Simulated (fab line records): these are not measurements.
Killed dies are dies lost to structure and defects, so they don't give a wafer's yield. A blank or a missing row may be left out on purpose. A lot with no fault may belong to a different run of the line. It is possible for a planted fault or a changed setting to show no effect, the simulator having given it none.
fab line records	flow sky130
record: lots: 6	wafers: 18	lastDay: 50
route steps=708 shown METAL1@440 PAD_OPEN@708
lots with no fault: from the same line, run without faults
startH: the number of hours between the record's first day and the start of the first shown wafer of the lot	waitH: hours from the lot's prior step to this one	" repeats the value in the row above	L1.1+2: a single row standing in for several wafers	- no value, or no start was given	* or withheld: withheld	< > ~ a bound
route shown NAME@n: a module of which the file shows steps, and the number in the route of the first	usual: the fault-free wafers' mean and standard deviation	same: alike in all rows	chamber/n: place in a boat	sites: each site's reading	_std_site: their standard deviation	_edge_site: mean of outer sites minus mean of inner sites	radiusMm: for every site, how far away it sits from the centre of the wafer	mask NAME#n: copy n	behind: tool/chamber where the wafer was last shaped	hold: what put the lot on hold/how long, in hours/how the hold closed	device: the transistor (n, p or np) that didn't switch	end of line: tests run on the same wafers once the route is complete	step lacking rows: just its recipe	killed: dies lost to structure and defects at the first sort, not the wafer's yield	map: a wafer's dies, x killed, . not, _ none there
set.NAME: the setting the step ran with; set.NAME@STEP: the setting that earlier step ran with	model.NAME: the simulator's own value behind a step, which no gauge read
lots at selected steps of the route; one table per step, one row per wafer
services: a tool's chamber out of use, with start hour (startH, from the record's first day; less than 0 if before it), hours out, and reason
== steps ==
step: SKY_METAL1_THK_MEAS_06
recipe: thkMeasGauge: xrf	reads: AlCu_of_METAL1_SPUTTER_02
usual: METAL1_ALCU_THK: 251.4/3
lot.wafer	tool	chamber	startH	waitH	METAL1_ALCU_THK[nm]
L182.1	filmMetro-04	-	770.52	0.1	251.5
L182.3	"	-	"	"	252.0
L182.6	"	-	"	"	253.1
L188.3	filmMetro-01	-	812.63	0.1	254.2
L188.4	"	-	"	"	255.6
L188.5	"	-	"	"	252.2
L190.3	filmMetro-04	-	832.25	0.1	247.6
L190.5	"	-	"	"	247.9
L190.6	"	-	"	"	250.0
L194.2	filmMetro-01	-	857.96	0.1	250.0
L194.4	"	-	"	"	251.6
L194.5	"	-	"	"	247.8
L197.1	filmMetro-01	-	873.82	0.1	249.6
L197.3	"	-	"	"	251.3
L197.6	"	-	"	"	250.8
L202.3	filmMetro-04	-	917.69	0.1	249.1
L202.4	"	-	"	"	256.0
L202.5	"	-	"	"	251.1
step: SKY_METAL1_DEHYDRATE_07
recipe: tempC: 200	timeS: 60
step: SKY_METAL1_HMDS_08
recipe: primeTimeS: 60	primeTempC: 120
step: SKY_METAL1_COAT_09
recipe: resist: BARC	tempC: withheld	timeS: withheld	spinRpm: 3000	resistThkNm: 60
step: SKY_METAL1_COAT_10
recipe: resist: KrF-thick	spinRpm: 3000	resistThkNm: 450
step: SKY_METAL1_SOFTBAKE_11
recipe: tempC: 100	timeS: 90	resist: KrF-thick
step: SKY_METAL1_EXPOSE_12
recipe: maskId: MM1	na: 0.8	sourceShape: annular	sigmaInner: 0.55	sigmaOuter: 0.85	targetCdNm: 140	doseMj: 28
step: SKY_METAL1_PEB_13
recipe: pebTempC: withheld	pebTimeS: withheld	resist: KrF-thick
step: SKY_METAL1_DEVELOP_14
recipe: developTimeS: 60	resist: KrF-thick	devTempC: 21
step: SKY_METAL1_CD_MEAS_15
recipe: targetCdNm: 140
usual: cdNm: 140.3/1.6
lot.wafer	tool	chamber	startH	waitH	cdNm
L182.1	cdSem-02	-	798.17	-	141.7
L182.3	"	-	"	"	140.1
L182.6	"	-	"	"	142.6
L188.3	cdSem-01	-	839.40	-	137.3
L188.4	"	-	"	"	139.0
L188.5	"	-	"	"	137.9
L190.3	cdSem-02	-	858.86	-	138.1
L190.5	"	-	"	"	138.4
L190.6	"	-	"	"	137.5
L194.2	cdSem-01	-	884.69	-	141.2
L194.4	"	-	"	"	140.3
L194.5	"	-	"	"	142.1
L197.1	cdSem-01	-	900.62	-	139.6
L197.3	"	-	"	"	140.2
L197.6	"	-	"	"	140.6
L202.3	cdSem-01	-	942.71	-	137.8
L202.4	"	-	"	"	137.1
L202.5	"	-	"	"	138.8
step: SKY_METAL1_OVL_MEAS_16
usual: METAL1_OVL: -1/5.9
lot.wafer	tool	chamber	startH	waitH	METAL1_OVL[nm]
L182.1	overlay-01	-	798.29	0.1	0
L182.3	"	-	"	"	-5
L182.6	"	-	"	"	6
L188.3	overlay-01	-	839.49	0.1	2
L188.4	"	-	"	"	8
L188.5	"	-	"	"	10
L190.3	overlay-01	-	858.95	0.1	6
L190.5	"	-	"	"	4
L190.6	"	-	"	"	9
L194.2	overlay-01	-	884.80	0.1	5
L194.4	"	-	"	"	-3
L194.5	"	-	"	"	15
L197.1	overlay-02	-	900.74	0.1	5
L197.3	"	-	"	"	-3
L197.6	"	-	"	"	3
L202.3	overlay-02	-	942.80	0.1	5
L202.4	"	-	"	"	0
L202.5	"	-	"	"	1
step: SKY_METAL1_DESCUM_17
recipe: chemistry: O2	sourcePowerW: 150	biasPowerW: 0	pressureMtorr: 10	tempC: 40	timeS: 8
usual: chamberPressureMTorr: 10.000/0.0089	drypumpMotorCurrentA: 5.7/0.51	heBacksideLeakSccm: 3.43/0.22	oesProductAu: 1.003/0.0088
lot.wafer	tool	chamber	startH	waitH	chamberPressureMTorr	drypumpMotorCurrentA	heBacksideLeakSccm	oesProductAu	rfHoursCounterH
L182.1	rieMetal-04	0	798.32	0.0	10.008	6.1	3.62	1.017	13
L182.3	"	0	"	"	9.991	6.1	3.62	1.015	-
L182.6	"	0	"	"	9.997	6.1	3.69	1.005	-
L188.3	rieMetal-04	0	839.52	0.0	10.015	6.1	3.56	1.019	-
L188.4	"	1	"	"	9.999	5.3	3.28	1.012	-
L188.5	"	0	"	"	9.995	6.1	3.71	1.019	-
L190.3	rieMetal-04	1	858.99	0.0	9.999	5.3	3.38	1.017	-
L190.5	"	0	"	"	9.998	6.1	3.54	1.012	-
L190.6	"	1	"	"	9.982	5.3	3.29	1.008	-
L194.2	rieMetal-03	0	884.83	0.0	9.989	6.1	3.42	1.001	9
L194.4	"	0	"	"	9.988	6.1	3.30	1.011	-
L194.5	"	1	"	"	10.011	5.0	3.45	0.995	-
L197.1	rieMetal-03	0	900.78	0.0	9.984	6.1	3.29	0.994	10
L197.3	"	0	"	"	10.004	6.1	3.41	1.001	-
L197.6	"	0	"	"	9.998	6.1	3.36	0.991	-
L202.3	rieMetal-01	1	942.85	0.0	9.977	5.3	3.36	1.000	-
L202.4	"	1	"	"	10.008	5.3	3.18	0.996	-
L202.5	"	1	"	"	10.002	5.2	3.26	0.996	-
step: SKY_METAL1_ETCH_18
recipe: chemistry: N2/H2	target: BARC	ionEnergyEv: 200	biasW: 100	pressureMtorr: 30	n2FlowSccm: 100	h2FlowSccm: 200	icpW: 500	stopOn: SiO2	timeS: 45.9	targetDepthA: 600
usual: biasW: 100.00/0.28	chamberPressureMTorr: 30.002/0.029	drypumpMotorCurrentA: 5.7/0.52	heBacksideLeakSccm: 3.4/0.34	oesProductAu: 0.855/0.0048	rfFwdPowerW: 494.7/1.9	throttleValvePct: 13.224/0.0088
lot.wafer	tool	chamber	startH	waitH	biasW	chamberPressureMTorr	drypumpMotorCurrentA	heBacksideLeakSccm	oesProductAu	rfFwdPowerW	rfHoursCounterH	throttleValvePct	model.KrF-thick_of_METAL1_COAT_10.thkNm
L182.1	rieMetal-04	0	798.39	0.1	100.23	30.014	6.1	3.7	0.857	496.5	13	13.194	391
L182.3	"	0	"	"	100.07	29.987	6.1	3.7	0.854	496.2	-	13.238	392.3
L182.6	"	0	"	"	99.62	30.038	6.2	3.6	0.850	496.2	-	13.217	391.3
L188.3	rieMetal-04	0	839.56	0.0	100.35	30.001	6.1	3.7	0.855	495.3	-	13.230	393.1
L188.4	"	1	"	"	99.96	30.024	5.3	3.3	0.852	410.5	-	13.235	398.4
L188.5	"	0	"	"	100.03	30.039	6.2	3.6	0.850	495.4	-	13.218	394.2
L190.3	rieMetal-04	1	859.03	0.0	100.07	29.952	5.3	3.2	0.849	411.0	-	13.236	397.7
L190.5	"	0	"	"	99.98	29.972	6.1	3.6	0.856	494.8	-	13.220	389.9
L190.6	"	1	"	"	100.39	29.980	5.3	3.3	0.858	411.2	-	13.223	397.6
L194.2	rieMetal-03	0	884.86	0.0	100.45	30.009	6.1	3.3	0.852	496.1	9	13.210	391.6
L194.4	"	0	"	"	100.02	30.038	6.1	3.3	0.854	498.1	-	13.228	389.8
L194.5	"	1	"	"	99.72	29.988	5.0	3.2	0.851	493.3	-	13.226	391.1
L197.1	rieMetal-03	0	900.81	0.0	99.22	30.012	6.1	3.3	0.846	495.0	10	13.232	393.1
L197.3	"	0	"	"	99.47	30.002	6.1	3.2	0.850	494.6	-	13.221	392.5
L197.6	"	0	"	"	99.50	30.038	6.1	3.3	0.849	494.4	-	13.212	392
L202.3	rieMetal-01	1	942.93	0.1	100.34	29.991	5.3	3.4	0.858	497.5	-	13.227	393.4
L202.4	"	1	"	"	99.98	29.987	5.3	3.4	0.857	493.3	-	13.229	393.4
L202.5	"	1	"	"	100.19	29.969	5.3	3.4	0.845	494.3	-	13.214	394
step: SKY_METAL1_METAL_ETCH_19
recipe: targetDepthA: 3600	stopOn: SiO2	overEtchFrac: 0.3	timeS: 78	chemistry: Cl2/BCl3	resistSidewallDeg: 88	pressureMtorr: 10	icpW: 900	biasW: 48.5	Cl2_flow_sccm: 60	bcl3FlowSccm: 30
usual: biasW: 48.50/0.14	chamberPressureMTorr: 10.000/0.0092	drypumpMotorCurrentA: 5.7/0.52	heBacksideLeakSccm: 3.42/0.23	oesProductAu: 0.854/0.0056	rfFwdPowerW: 893.5/3	throttleValvePct: 22.263/0.0082
lot.wafer	tool	chamber	startH	waitH	biasW	chamberPressureMTorr	drypumpMotorCurrentA	heBacksideLeakSccm	oesProductAu	rfFwdPowerW	rfHoursCounterH	throttleValvePct	model.KrF-thick_of_METAL1_COAT_10.thkNm
L182.1	rieMetal-04	0	798.51	0.1	48.43	9.989	6.1	3.55	0.859	893.4	13	22.271	152.7
L182.3	"	0	"	"	48.70	10.000	6.1	3.50	0.858	891.3	-	22.253	154
L182.6	"	0	"	"	48.61	10.013	6.1	3.47	0.859	889.9	-	22.265	152.2
L188.3	rieMetal-04	0	839.64	0.1	48.51	9.996	6.1	3.70	0.851	894.2	-	22.258	155.4
L188.4	"	1	"	"	48.38	9.999	5.3	3.39	0.846	895.0	-	22.261	158.2
L188.5	"	0	"	"	48.62	9.997	6.1	3.69	0.857	895.3	-	22.275	153.9
L190.3	rieMetal-04	1	859.10	0.1	48.36	9.994	5.3	3.24	0.852	888.3	-	22.253	158.8
L190.5	"	0	"	"	48.51	10.013	6.1	3.49	0.851	895.0	-	22.267	151
L190.6	"	1	"	"	48.20	9.997	5.3	3.29	0.868	892.8	-	22.254	158.5
L194.2	rieMetal-03	0	884.92	0.0	48.58	10.001	6.1	3.38	0.850	897.9	9	22.266	155.3
L194.4	"	0	"	"	48.42	10.001	6.1	3.40	0.850	897.3	-	22.249	156
L194.5	"	1	"	"	48.45	9.985	5.0	3.53	0.858	894.7	-	22.266	159.9
L197.1	rieMetal-03	0	900.87	0.0	48.43	10.009	6.1	3.32	0.855	893.9	10	22.264	159.3
L197.3	"	0	"	"	48.58	10.006	6.1	3.21	0.853	895.5	-	22.276	161
L197.6	"	0	"	"	48.60	10.001	6.1	3.31	0.848	896.9	-	22.252	160.2
L202.3	rieMetal-01	1	943.07	0.1	48.43	9.986	5.3	3.22	0.852	892.6	-	22.256	158.8
L202.4	"	1	"	"	48.40	10.006	5.3	3.19	0.849	893.4	-	22.254	158.3
L202.5	"	1	"	"	48.49	10.002	5.3	3.20	0.862	893.2	-	22.268	157.9
step: SKY_METAL1_STRIP_20
recipe: chemistry: O2/N2	powerW: 1400	pressureMtorr: 1500	platenTempC: withheld	o2FlowSccm: 3000	n2FlowSccm: 300	overashFraction: 0.5
usual: chamberPressureMTorr: 1499.9/1.4	drypumpMotorCurrentA: 5.6/0.35	o2FlowSccm: 3000/9.8	oesProductAu: 0.342/0.0048	stripTimeToEndpointS: 2.68/0.038
lot.wafer	tool	chamber	startH	waitH	chamberPressureMTorr	drypumpMotorCurrentA	o2FlowSccm	oesProductAu	rfHoursCounterH	stripTimeToEndpointS
L182.1	plasmaAsher-04	1	798.69	0.1	1499.4	5.3	3018	0.339	5	2.63
L182.3	"	0	"	"	1502.3	5.6	2999	0.348	-	2.64
L182.6	"	1	"	"	1500.1	5.3	3017	0.339	-	2.62
L188.3	plasmaAsher-03	0	839.73	0.1	1498.7	5.5	3005	0.343	-	2.66
L188.4	"	1	"	"	1502.8	5.9	3019	0.339	-	2.70
L188.5	"	0	"	"	1498.4	5.5	3001	0.344	-	2.64
L190.3	plasmaAsher-02	1	859.19	0.1	1501.1	4.9	3003	0.339	-	2.70
L190.5	"	0	"	"	1497.4	6.0	3002	0.346	-	2.62
L190.6	"	1	"	"	1496.8	4.9	2996	0.349	-	2.70
L194.2	plasmaAsher-03	0	885.01	0.1	1499.8	5.5	3012	0.340	110	2.65
L194.4	"	0	"	"	1499.1	5.5	3006	0.339	-	2.66
L194.5	"	0	"	"	1499.1	5.4	3003	0.338	-	2.70
L197.1	plasmaAsher-03	0	900.96	0.1	1498.8	5.4	3012	0.344	112	2.70
L197.3	"	0	"	"	1499.0	5.4	3014	0.346	-	2.72
L197.6	"	1	"	"	1499.3	6.0	2985	0.349	-	2.71
L202.3	plasmaAsher-04	1	943.23	0.1	1499.3	5.3	2996	0.348	-	2.69
L202.4	"	0	"	"	1500.0	5.6	3001	0.331	-	2.69
L202.5	"	0	"	"	1502.2	5.6	3001	0.343	-	2.68
step: SKY_PAD_OPEN_PROBE_99
usual: defectLimitedYield: 82.5/2	killed_at_M0_to_M3: 44/6.9	killed_at_M4_up: 3.1/1.7	killedAtContacts: 25/5.6	killedAtFrontEnd: 14/4.3	killedAtOther: 0.3/0.51	killedDies: 86/9.8	killedOpen: 47/6.5	killedShort: 39/6.6	sort_bin_3_pad_short: 0.8/0.46	sort_bin_5_function: 10.3/1.5	sort_bin_6_memory: 6.4/1	sortNPass: 406/9.8	sortYieldPct: 82.5/2
same: grossDies: 492	killedAtBackSide: 0	sort_bin_4_leakage[%]: 0	sort_bin_8_speed[%]: 0
lot.wafer	tool	chamber	startH	waitH	defectLimitedYield[%]	killed_at_M0_to_M3	killed_at_M4_up	killedAtContacts	killedAtFrontEnd	killedAtOther	killedDies	killedOpen	killedShort	sort_bin_3_pad_short[%]	sort_bin_5_function[%]	sort_bin_6_memory[%]	sortNPass	sortYieldPct[%]
L182.1	prober-02	-	1112.48	0.1	82.7	43	2	25	13	2	85	49	36	0.8	10.8	5.7	407	82.7
L182.3	prober-02	-	1112.58	0.2	85.8	31	4	22	13	0	70	35	35	1.0	8.1	5.1	422	85.8
L182.6	prober-02	-	1112.73	0.2	81.9	37	3	29	20	0	89	44	45	0.2	10.4	7.5	403	81.9
L188.3	prober-02	-	1140.82	0.2	81.5	48	4	21	18	0	91	52	39	1.0	11.6	5.9	401	81.5
L188.4	prober-02	-	1140.87	0.2	83.1	41	3	24	15	0	83	43	40	1.2	8.3	7.3	409	83.1
L188.5	prober-02	-	1140.92	0.2	84.8	42	5	17	11	0	75	37	38	0.8	8.7	5.7	417	84.8
L190.3	prober-02	-	1154.97	0.2	80.1	38	6	36	18	0	98	57	41	0.4	12.2	7.3	394	80.1
L190.5	prober-02	-	1155.07	0.2	81.9	50	2	20	16	1	89	45	44	1.2	10.0	6.9	403	81.9
L190.6	prober-02	-	1155.12	0.2	81.7	49	4	27	9	1	90	40	50	1.4	9.8	7.1	402	81.7
L194.2	prober-02	-	1172.92	0.1	83.9	45	1	21	12	0	79	36	43	0.8	9.6	5.7	413	83.9
L194.4	prober-02	-	1173.02	0.2	82.9	40	5	27	12	0	84	45	39	0.4	10.8	5.9	408	82.9
L194.5	prober-02	-	1173.07	0.2	83.5	41	2	23	15	0	81	47	34	0.4	9.6	6.5	411	83.5
L197.1	prober-01	-	1183.43	0.1	80.3	44	3	33	17	0	97	54	43	0.8	12.6	6.3	395	80.3
L197.3	prober-01	-	1183.53	0.2	81.5	49	4	21	17	0	91	49	42	1.0	11.6	5.9	401	81.5
L197.6	prober-01	-	1183.68	0.2	84.1	37	3	28	10	0	78	47	31	0.4	8.5	6.9	414	84.1
L202.3	prober-01	-	1210.04	0.2	82.1	48	0	28	12	0	88	53	35	0.6	11.2	6.1	404	82.1
L202.4	prober-01	-	1210.09	0.2	83.7	34	4	23	19	0	80	45	35	1.0	9.8	5.5	412	83.7
L202.5	prober-01	-	1210.14	0.2	82.9	52	2	22	7	1	84	54	30	0.8	9.6	6.7	408	82.9
killed by level:class
L182.1 CONTACT:geometricParticle:open=10 VIA3:geometricParticle:open=10 VIA1:geometricParticle:open=7 LI_CONTACT:geometricParticle:open=6 VIA1:geometricParticle:short=6 METAL3:geometricParticle:short=5 FIELD_ISO:geometricParticle:short=4 METAL1:geometricParticle:short=4
L182.3 CONTACT:geometricParticle:open=8 LI_CONTACT:geometricParticle:open=8 VIA1:geometricParticle:open=6 CONTACT:geometricParticle:short=5 METAL2:geometricParticle:short=5 POLY_GATE:geometricParticle:short=4 METAL1:geometricParticle:short=4 VIA2:geometricParticle:open=4
L182.6 FIELD_ISO:geometricParticle:open=12 LI_CONTACT:geometricParticle:open=8 CONTACT:geometricParticle:short=8 METAL2:geometricParticle:short=8 LOCAL_INTERCONNECT:geometricParticle:short=6 CONTACT:geometricParticle:open=6 VIA1:geometricParticle:short=6 FIELD_ISO:geometricParticle:short=5
L188.3 VIA1:geometricParticle:open=11 VIA2:geometricParticle:open=11 LI_CONTACT:geometricParticle:open=10 VIA3:geometricParticle:open=7 POLY_GATE:geometricParticle:open=6 VIA1:geometricParticle:short=5 FIELD_ISO:geometricParticle:short=4 METAL4:geometricParticle:short=4
L188.4 VIA1:geometricParticle:open=11 CONTACT:geometricParticle:open=10 FIELD_ISO:geometricParticle:short=6 LI_CONTACT:geometricParticle:open=6 VIA3:geometricParticle:open=6 METAL2:geometricParticle:short=5 VIA1:geometricParticle:short=4 CONTACT:geometricParticle:short=4
L188.5 VIA1:geometricParticle:open=11 CONTACT:geometricParticle:open=6 FIELD_ISO:geometricParticle:short=5 VIA2:geometricParticle:open=5 METAL3:geometricParticle:short=5 METAL4:geometricParticle:short=4 VIA1:geometricParticle:short=4 POLY_GATE:geometricParticle:open=3
L190.3 CONTACT:geometricParticle:open=12 VIA3:geometricParticle:open=11 LI_CONTACT:geometricParticle:open=9 VIA1:geometricParticle:open=9 FIELD_ISO:geometricParticle:open=6 CONTACT:geometricParticle:short=6 METAL1:geometricParticle:short=5 LI_CONTACT:geometricParticle:short=4
L190.5 VIA1:geometricParticle:open=8 POLY_GATE:geometricParticle:open=6 METAL2:geometricParticle:short=6 LOCAL_INTERCONNECT:geometricParticle:short=6 METAL1:geometricParticle:short=6 VIA3:geometricParticle:short=6 VIA2:geometricParticle:open=6 VIA3:geometricParticle:open=6
L190.6 CONTACT:geometricParticle:open=12 METAL1:geometricParticle:short=11 METAL2:geometricParticle:short=7 VIA1:geometricParticle:open=6 LI_CONTACT:geometricParticle:short=5 VIA2:geometricParticle:open=5 VIA1:geometricParticle:short=4 LOCAL_INTERCONNECT:geometricParticle:short=4
L194.2 LI_CONTACT:geometricParticle:open=10 METAL2:geometricParticle:short=9 VIA1:geometricParticle:open=8 POLY_GATE:geometricParticle:short=7 METAL1:geometricParticle:short=6 CONTACT:geometricParticle:open=5 VIA3:geometricParticle:open=5 VIA2:geometricParticle:open=4
L194.4 VIA1:geometricParticle:open=14 CONTACT:geometricParticle:open=10 LI_CONTACT:geometricParticle:open=7 POLY_GATE:geometricParticle:open=4 LOCAL_INTERCONNECT:geometricParticle:short=4 CONTACT:geometricParticle:short=4 VIA1:geometricParticle:short=4 VIA2:geometricParticle:short=4
L194.5 VIA1:geometricParticle:open=11 LI_CONTACT:geometricParticle:open=9 CONTACT:geometricParticle:open=9 VIA2:geometricParticle:open=8 METAL1:geometricParticle:short=6 FIELD_ISO:geometricParticle:open=5 VIA1:geometricParticle:short=5 POLY_GATE:geometricParticle:short=4
L197.1 CONTACT:geometricParticle:open=11 LI_CONTACT:geometricParticle:open=9 VIA3:geometricParticle:open=9 VIA2:geometricParticle:open=8 METAL2:geometricParticle:short=7 LOCAL_INTERCONNECT:geometricParticle:short=6 POLY_GATE:geometricParticle:open=5 VIA1:geometricParticle:open=5
L197.3 VIA1:geometricParticle:open=12 LI_CONTACT:geometricParticle:open=7 VIA1:geometricParticle:short=7 VIA2:geometricParticle:open=7 CONTACT:geometricParticle:open=6 VIA3:geometricParticle:open=6 POLY_GATE:geometricParticle:open=5 CONTACT:geometricParticle:short=5
L197.6 CONTACT:geometricParticle:open=10 LI_CONTACT:geometricParticle:open=9 METAL2:geometricParticle:short=9 VIA2:geometricParticle:open=6 VIA3:geometricParticle:open=6 FIELD_ISO:geometricParticle:open=5 VIA1:geometricParticle:open=4 FIELD_ISO:geometricParticle:short=3
L202.3 CONTACT:geometricParticle:open=13 VIA1:geometricParticle:open=13 LI_CONTACT:geometricParticle:open=9 METAL1:geometricParticle:short=7 VIA1:geometricParticle:short=6 VIA3:geometricParticle:open=6 LOCAL_INTERCONNECT:geometricParticle:short=4 VIA2:geometricParticle:open=4
L202.4 CONTACT:geometricParticle:open=10 VIA1:geometricParticle:open=6 METAL1:geometricParticle:short=6 VIA1:geometricParticle:short=6 VIA2:geometricParticle:open=6 FIELD_ISO:geometricParticle:short=5 LI_CONTACT:geometricParticle:open=5 POLY_GATE:geometricParticle:short=4
L202.5 VIA1:geometricParticle:open=14 VIA3:geometricParticle:open=10 LI_CONTACT:geometricParticle:open=9 VIA2:geometricParticle:open=8 CONTACT:geometricParticle:open=5 METAL1:geometricParticle:short=5 VIA1:geometricParticle:short=5 FIELD_ISO:geometricParticle:short=4
== services ==
tool	chamber	startH	hours	kind
rieMetal-03	1	776.57	-	clean
rieMetal-03	1	776.57	15.1	scheduledDown
rieMetal-03	1	776.57	15.1	ventCycle
rieMetal-03	-	782.86	2.7	repair
rieMetal-01	1	829.75	2.5	repair
rieMetal-03	-	833.00	1.4	repair
rieMetal-01	1	847.37	-	clean
rieMetal-01	1	847.37	16.1	scheduledDown
rieMetal-01	1	847.37	16.1	ventCycle
plasmaAsher-03	-	847.47	0.5	repair
plasmaAsher-02	-	875.73	13.8	pm
rieMetal-04	1	890.15	3.7	repair
rieMetal-01	0	925.03	-	clean
rieMetal-01	0	925.03	30.7	scheduledDown
rieMetal-01	0	925.03	30.7	ventCycle
rieMetal-04	0	926.16	22.5	repair
== key ==
firstSign: step: SKY_METAL1_ETCH_18	reading: rfFwdPowerW	direction: down	sigmas: 45	usual: 494.7	struck: 410.9
effect none on later readings
modelEffect: step: SKY_METAL1_ETCH_18	value: KrF-thick_of_METAL1_COAT_10.thkNm	without: 391.5	struck: 397.9
modelEffect: step: SKY_METAL1_METAL_ETCH_19	value: KrF-thick_of_METAL1_COAT_10.thkNm	without: 152.1	struck: 158.5
metAt SKY_METAL1_ETCH_18
struckWafers L188.4,L190.3,L190.6
fault: kind: processParameterDrift	tool: rieMetal-04	chamber: 1	onsetH: 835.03	steps: SKY_METAL1_ETCH_18	channel: icpW	offset: -80	shape: step	endH: 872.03	actsIn: theseRecipesOnly	stated: 500
